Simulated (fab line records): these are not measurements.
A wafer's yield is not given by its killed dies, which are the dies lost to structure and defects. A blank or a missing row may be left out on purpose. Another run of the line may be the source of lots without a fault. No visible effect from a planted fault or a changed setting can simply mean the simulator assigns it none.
A struck lot beside a sound one	flow sky130	16 out of 708 route steps
Sound: the wafers L856.2, L856.3, L856.5. Struck: wafer L861.6 (L861.2, L861.3, from the same lot, were not struck and are left out); the cause is given at the end.
Per side, at each step with rows, come the tool, then ch with its chambers, and then its first start. Under that, the readings that differ: sound wafers	struck wafers	difference of the means	sigmas: that difference in standard deviations of wafers without a fault.
alike: a reading whose means differ by less than 2 such deviations, as well as words and numbers matching on both sides. not compared: withheld readings; readings where some wafer has no value; bounds like >300 that might hide an equal value; numbers whose values overlap and for which the record gives no deviation.
The two part at a step that has a row with sigmas, a row that says differs or no value, or rows on one side only. Numbers that don't overlap but have no deviation are shown without sigmas and don't part them. A reading that every wafer of one side lacks parts them only if that side has two wafers or more.

first, 3 steps without rows for these wafers: SKY_METAL1_EXPOSE_12 (exposes mask MM1, target cd 140 nm); SKY_METAL1_PEB_13; SKY_METAL1_DEVELOP_14 (develop time 60 s).
SKY_METAL1_CD_MEAS_15 targets a cd of 140 nm.
  sound on cdSem-02, day 35 05:27; struck on cdSem-02, day 36 21:09
reading	sound	struck	difference	sigmas
cdNm (nm)	140.9 139.8 140.0	136.4	-3.8	-2
SKY_METAL1_OVL_MEAS_16:
  sound on overlay-02, day 35 05:34; struck on overlay-01, day 36 21:16
  alike: METAL1_OVL
SKY_METAL1_DESCUM_17: chemistry O2, time 8 s.
  sound on rieMetal-02 ch 0, day 35 05:36; struck on rieMetal-02 ch 1, day 36 21:17
  alike: drypumpMotorCurrentA, oesProductAu
  not compared: rfHoursCounterH
SKY_METAL1_ETCH_18: etches BARC in N2/H2, stops on SiO2, time 45.9 s, target depth 60 nm.
  sound on rieMetal-02 ch 0, day 35 05:40; struck on rieMetal-02 ch 1, day 36 21:19
  alike: drypumpMotorCurrentA, oesProductAu, throttleValvePct
  not compared: rfHoursCounterH
SKY_METAL1_METAL_ETCH_19: etches the open film in Cl2/BCl3, stops on SiO2, target depth 360 nm, time 78 s.
  sound on rieMetal-02 ch 0, day 35 05:49; struck on rieMetal-02 ch 1, day 36 21:23
  alike: drypumpMotorCurrentA, oesProductAu, throttleValvePct
  not compared: rfHoursCounterH
SKY_METAL1_STRIP_20: strips in O2/N2.
  sound on plasmaAsher-01 ch 0,1, day 35 05:58; struck on plasmaAsher-01 ch 1, day 36 21:28
  alike: drypumpMotorCurrentA, oesProductAu, stripTimeToEndpointS
  not compared: rfHoursCounterH
then, 3 steps without rows for these wafers: SKY_METAL1_STRIP_21 (strips in post etch residue remover, time 1200 s); SKY_METAL1_CLEAN_22 (cleans in IPA, time 180 s); SKY_METAL1_CLEAN_23 (cleans in O3/DIW).
SKY_VIA1_HDPCVD_00: deposits SiO2, target thk 1030 nm, time 171.7 s.
  sound on hdpcvd-01 ch 0,2, day 35 06:38; struck on hdpcvd-01 ch 1, day 36 22:06
reading	sound	struck	difference	sigmas
model.SiO2_of_VIA1_HDPCVD_00.thkNm (nm)	1019 1020 1015	1652	+634	
SKY_VIA1_THK_MEAS_01:
  sound on filmMetro-03, day 35 06:46; struck on filmMetro-02, day 36 22:34
reading	sound	struck	difference	sigmas
VIA1_HDPCVD_THK (nm)	1019 1020 1014	1653	+635	+64
  not compared: hold
SKY_VIA1_CMP_02: polishes SiO2.
  sound on cmp-02 ch 1,3, day 35 06:52; struck on cmp-01 ch 3, day 37 05:31
reading	sound	struck	difference	sigmas
hold	- - -	awaitDispo/6.5h/release	no value on the sound wafers	
  alike: edgeZonePressureFrac, headPressurePsi, motorCurrentA, platenRpm
SKY_PAD_OPEN_PROBE_99:
  sound wafers here have rows in the record (prober-02, day 47 13:16); struck ones have none

## WHERE THEY PART
Last at SKY_PAD_OPEN_PROBE_99 as far as this record goes, first at SKY_METAL1_CD_MEAS_15.

WHY: the cause the simulator had injected
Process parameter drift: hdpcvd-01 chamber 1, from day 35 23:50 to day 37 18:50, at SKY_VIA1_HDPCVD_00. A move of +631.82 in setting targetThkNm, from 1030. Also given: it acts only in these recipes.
